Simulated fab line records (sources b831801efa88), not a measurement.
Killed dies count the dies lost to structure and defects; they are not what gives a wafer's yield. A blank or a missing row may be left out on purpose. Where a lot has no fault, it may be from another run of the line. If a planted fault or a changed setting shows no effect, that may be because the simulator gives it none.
Which tool is to blame?    flow sfq line    Sampling: 14 lots, 42 wafers, 4 of 325 route steps

== WHAT THE GAUGES SHOWED, per wafer ==
SFQ_I0_OVL_MEAS_908. Usual: I0_OVL 2 nm, standard deviation 4.7.
lot   measured      on          I0_OVL (nm)  flag
L802  day 17 07:44  overlay-01  4 14 5       
L804  day 18 06:43  overlay-01  1 -3 -7      
L806  day 19 13:38  overlay-01  8 8 13       
L808  day 20 06:11  overlay-01  6 3 9        
L811  day 21 15:55  overlay-01  4 -1 0       
L812  day 21 20:42  overlay-02  5 5 4        
L813  day 22 12:34  overlay-01  2 1 -2       
L816  day 23 18:35  overlay-01  0 -2 -1      
L817  day 24 04:11  overlay-02  -2 -2 -4     
L820  day 25 13:11  overlay-01  -8 2 1       
L821  day 25 20:23  overlay-01  5 7 -1       
L822  day 25 23:59  overlay-01  3 3 0        
L824  day 26 23:59  overlay-02  9 5 -3       
L825  day 27 06:30  overlay-01  -1 7 1       

SFQ_I2_BOW_MEAS_917. Usual: I2_BOW 2 um, standard deviation 8.2.
lot   measured      on             I2_BOW (um)  flag
L802  day 30 05:50  film metro-02  -8 0 1       
L804  day 32 19:23  film metro-01  3 5 -2       
L806  day 33 01:20  film metro-01  5 17 -2      
L808  day 33 15:36  film metro-04  10 -1 1      
L811  day 34 19:48  film metro-01  7 1 8        
L812  day 35 01:46  film metro-04  -10 -13 -6   
L813  day 35 04:48  film metro-04  -5 -7 -9     
L816  day 36 08:36  film metro-04  -3 6 10      
L817  day 36 16:25  film metro-04  7 -16 -7     
L820  day 44 09:20  film metro-01  2 8 9        
L821  day 44 21:57  film metro-04  4 -4 -2      
L822  day 45 04:31  film metro-01  -2 -11 -4    
L824  day 45 23:43  film metro-04  8 -10 2      
L825  day 46 11:55  film metro-02  3 14 -1      

== WHAT TOOL EACH LOT RAN ON (gives the tool, then ch and the chambers of the sampled wafers, and finally the start) ==
lot   SFQ_TRILAYER_M0_LITHO_EXPOSE_022   SFQ_TRILAYER_I1_VIA_STRIP_STRIP_053
L802  krf scanner-02 ch 0, day 11 22:35  rie metal-03 ch 1, day 24 05:37
L804  krf scanner-01 ch 0, day 12 19:19  rie metal-04 ch 0,1, day 26 10:29
L806  krf scanner-02 ch 0, day 13 18:41  rie metal-02 ch 0,1, day 26 17:29
L808  krf scanner-02 ch 0, day 14 09:05  rie metal-02 ch 0,1, day 27 06:17
L811  krf scanner-01 ch 0, day 15 13:00  rie metal-03 ch 0,1, day 34 10:40
L812  krf scanner-02 ch 0, day 15 17:56  rie metal-02 ch 0,1, day 34 14:04
L813  krf scanner-02 ch 0, day 16 02:44  rie metal-04 ch 0,1, day 34 17:52
L816  krf scanner-01 ch 0, day 17 01:50  rie metal-02 ch 0,1, day 36 01:14
L817  krf scanner-01 ch 0, day 17 09:50  rie metal-02 ch 0,1, day 36 08:14
L820  krf scanner-02 ch 0, day 18 17:25  rie metal-03 ch 0,1, day 37 21:34
L821  krf scanner-01 ch 0, day 19 02:49  rie metal-04 ch 0, day 38 08:59
L822  krf scanner-01 ch 0, day 19 06:01  rie metal-04 ch 0, day 38 14:28
L824  krf scanner-02 ch 0, day 20 13:12  rie metal-03 ch 0,1, day 39 16:52
L825  krf scanner-02 ch 0, day 20 20:24  rie metal-04 ch 0,1, day 40 01:42
- SFQ_TRILAYER_M0_LITHO_EXPOSE_022: exposes mask M0, target cd 500 nm.
- SFQ_TRILAYER_I1_VIA_STRIP_STRIP_053: strips in O2.

== AS READ BY THE TOOLS THEMSELVES (means over the sampled wafers that have a number; for cases with no such wafer, the mark the record gives instead) ==
SFQ_TRILAYER_M0_LITHO_EXPOSE_022. Usual: exposure dose mJ cm2 14.399, standard deviation 0.014; focus offset nm 0.0 nm, standard deviation 0.6.
lot   tool            exposure dose mJ cm2  focus offset nm (nm)  flag
L802  krf scanner-02  14.388                -0.1                  
L804  krf scanner-01  14.398                0.8                   
L806  krf scanner-02  14.398                0.3                   
L808  krf scanner-02  14.397                0.2                   
L811  krf scanner-01  14.413                -0.2                  
L812  krf scanner-02  14.398                0.1                   
L813  krf scanner-02  14.395                -0.4                  
L816  krf scanner-01  14.408                0.4                   
L817  krf scanner-01  14.387                0.7                   
L820  krf scanner-02  14.428                -0.5                  
L821  krf scanner-01  9.113                 -0.8                  OFF
L822  krf scanner-01  9.096                 0.0                   OFF
L824  krf scanner-02  14.402                -1.0                  
L825  krf scanner-02  14.398                0.7                   

SFQ_TRILAYER_I1_VIA_STRIP_STRIP_053. Usual: drypump motor current A 5.9 A, standard deviation 0.31; oes product au 0.999 a.u., standard deviation 0.0088.
lot   tool          drypump motor current A (A)  oes product au (a.u.)  flag
L802  rie metal-03  6.0                          1.006                  
L804  rie metal-04  5.8                          0.998                  
L806  rie metal-02  5.5                          1.008                  
L808  rie metal-02  5.5                          1.013                  
L811  rie metal-03  6.3                          0.997                  
L812  rie metal-02  5.6                          0.991                  
L813  rie metal-04  5.8                          0.999                  
L816  rie metal-02  5.5                          1.004                  
L817  rie metal-02  5.6                          1.003                  
L820  rie metal-03  6.1                          0.996                  
L821  rie metal-04  5.8                          1.001                  
L822  rie metal-04  5.8                          1.003                  
L824  rie metal-03  6.1                          0.994                  
L825  rie metal-04  5.8                          0.998                  

== THE ANSWER, worked out from the rows above alone ==
Rule: a lot is off if the mean of its wafers that have a number lies more than 3 standard deviations from the usual mean. Also off: a lot with no number at a reading for which 4 or more lots have one. The other lots that the step has rows for count as sound. Order of review: gauges by route order, followed by the tools' own readings, for which a lot's mean as printed above is used. At the first step where some lot is off, the reading lying furthest off is the one used; lots without a number count as furthest.
Off at SFQ_TRILAYER_M0_LITHO_EXPOSE_022 (exposure dose mJ cm2): L821, L822.
A tool fits if, at that step or a process step before it, it ran every lot that is off, and no sound lot after the first of them. One candidate fits, namely krf scanner-01 at SFQ_TRILAYER_M0_LITHO_EXPOSE_022. Its last sound lot is L817 (day 17 09:50), its first lot that is off L821 (day 19 02:49): a fault that began between those two fits.
The tool's own readings at SFQ_TRILAYER_M0_LITHO_EXPOSE_022 bear it out: on the lots that are off they differ by more than 5 times the standard deviation of the sound lots' means. exposure dose mJ cm2 reads 9.104 there against 14.401 on the sound lots.

== WHAT THE SIMULATOR HAD INSERTED ==
Drift in process parameters on krf scanner-01 at SFQ_TRILAYER_M0_LITHO_EXPOSE_022, starting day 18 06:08. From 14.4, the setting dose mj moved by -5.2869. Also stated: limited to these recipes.
Shown lots that were struck: L821, L822. The rule above found the same.
